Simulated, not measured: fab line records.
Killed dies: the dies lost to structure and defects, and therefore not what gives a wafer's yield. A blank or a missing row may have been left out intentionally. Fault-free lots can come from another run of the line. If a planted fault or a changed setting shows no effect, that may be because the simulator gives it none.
A struck lot beside a sound one + flow sky130 + 16 steps out of a route of 708
Sound: these wafers, L687.2, L687.4, L687.6. Struck: wafer L701.4 (left out: L701.3, L701.5 of the same lot, which were not struck); the cause appears at the end.
Each step with rows lists, per side, the tool, then ch with its chambers, then its first start. Under that, the readings that differ: sound wafers + struck wafers + difference of the means + sigmas: that difference in standard deviations of wafers without a fault.
alike: readings with means less than 2 such deviations apart, plus words and numbers identical on both sides. not compared: withheld readings, readings lacking a value on some wafer, bounds such as >300 that could conceal the same value, and numbers that have no deviation in the record and whose values overlap.
The two part at a step that has a row with sigmas, a row that says differs or no value, or rows on one side only. When numbers do not overlap yet have no deviation, they are printed without sigmas and do not part them. A reading missing from all wafers of one side parts the sides only when that side holds two or more wafers.

first, 8 steps without rows for these wafers: SKY_METAL1_DEHYDRATE_07 (time 60 s); SKY_METAL1_HMDS_08 (prime time 60 s); SKY_METAL1_COAT_09 (resist thk 60 nm); SKY_METAL1_COAT_10 (resist thk 450 nm); SKY_METAL1_SOFTBAKE_11 (time 90 s); SKY_METAL1_EXPOSE_12 (exposes mask MM1, target cd 140 nm); SKY_METAL1_PEB_13; SKY_METAL1_DEVELOP_14 (develop time 60 s).
SKY_METAL1_CD_MEAS_15: target cd 140 nm.
  sound on cd-sem-02 at day 33 23:49; struck on cd-sem-02 at day 40 08:25
  alike: cd-nm
SKY_METAL1_OVL_MEAS_16:
  sound on overlay-02 at day 33 23:55; struck on overlay-01 at day 40 08:31
  alike: METAL1_OVL
SKY_METAL1_DESCUM_17: chemistry O2, time 8 s.
  sound on rie-metal-03 ch 0,1, day 33 23:56; struck on rie-metal-04 ch 1, day 40 08:33
  alike: drypump-motor-current-A, oes-product-au
  not compared: rf-hours-counter-h
SKY_METAL1_ETCH_18: etches BARC in N2/H2, stops on SiO2, time 45.9 s, target depth 60 nm.
  sound on rie-metal-03 ch 0,1, day 33 23:58; struck on rie-metal-04 ch 1, day 40 08:35
  alike: drypump-motor-current-A, n2-flow-sccm, oes-product-au, throttle-valve-pct
  not compared: rf-hours-counter-h
SKY_METAL1_METAL_ETCH_19: etches the open film in Cl2/BCl3, stops on SiO2, target depth 360 nm, time 78 s.
  sound on rie-metal-03 ch 0,1, day 34 00:02; struck on rie-metal-04 ch 1, day 40 08:40
| reading                                       | sound             | struck | difference | sigmas |
|-----------------------------------------------|-------------------|--------|------------|--------|
| model.KrF-thick_of_METAL1_COAT_10.thk-nm (nm) | 170.7 161.8 160   | 90.79  | -73.38     |        |
| model.METAL1.cd-nm (nm)                       | 140.8 138.1 139.1 | 133.2  | -6.1       |        |
| model.SiO2_of_CONTACT_HDPCVD_02.thk-nm (nm)   | 326 326 327.3     | 324.1  | -2.3       |        |
  alike: drypump-motor-current-A, oes-product-au, throttle-valve-pct
  not compared: rf-hours-counter-h
SKY_METAL1_STRIP_20: strips in O2/N2.
  sound on plasma-asher-04 ch 0,1, day 34 00:08; struck on plasma-asher-03 ch 1, day 40 08:46
| reading                      | sound             | struck | difference | sigmas |
|------------------------------|-------------------|--------|------------|--------|
| oes-product-au (a.u.)        | 0.341 0.345 0.334 | 0.304  | -0.036     | -7     |
| strip-time-to-endpoint-s (s) | 2.83 2.72 2.70    | 1.94   | -0.81      | -18    |
  alike: drypump-motor-current-A, n2-flow-sccm
  not compared: rf-hours-counter-h
then, 1 step without rows for these wafers: SKY_METAL1_STRIP_21 (strips in post etch residue remover, time 1200 s).
-- the record jumps here: 11 days lie between the struck wafers' starts before and after (it left off in module METAL1 and takes up again in module PAD_OPEN, whose first step shown is number 708 of the route) --
SKY_PAD_OPEN_PROBE_99:
  sound on prober-02 at day 46 23:00; struck on prober-02 at day 51 12:31
| reading                        | sound           | struck | difference | sigmas |
|--------------------------------|-----------------|--------|------------|--------|
| defect-limited-yield (%)       | 83.3 83.5 79.9  | 87.2   | +5.0       | +2     |
| killed-dies                    | 82 81 99        | 63     | -24        | -2     |
| killed-on-rim                  | 15 14 24        | 10     | -8         | -2     |
| killed-short                   | 38 37 51        | 28     | -14        | -2     |
| sort_bin_6_memory (%)          | 6.9 6.5 6.9     | 3.5    | -3.3       | -3     |
| sort-n-pass                    | 410 411 393     | 429    | +24        | +2     |
| sort-yield-pct (%)             | 83.3 83.5 79.9  | 87.2   | +5.0       | +2     |
| model.etest.met1.width-nm (nm) | 141.1 135 141.8 | 134.6  | -4.7       |        |
  alike: killed_at_M0_to_M3, killed_at_M4_up, killed-at-contacts, killed-at-front-end, killed-at-other, killed-open, sort_bin_3_pad_short, sort_bin_5_function
  not compared: model.etest.met1.line-ohm-um

== WHERE THEY PART ==
Earliest at SKY_METAL1_STRIP_20; latest, in this record, at SKY_PAD_OPEN_PROBE_99.

WHY: the cause the simulator had injected
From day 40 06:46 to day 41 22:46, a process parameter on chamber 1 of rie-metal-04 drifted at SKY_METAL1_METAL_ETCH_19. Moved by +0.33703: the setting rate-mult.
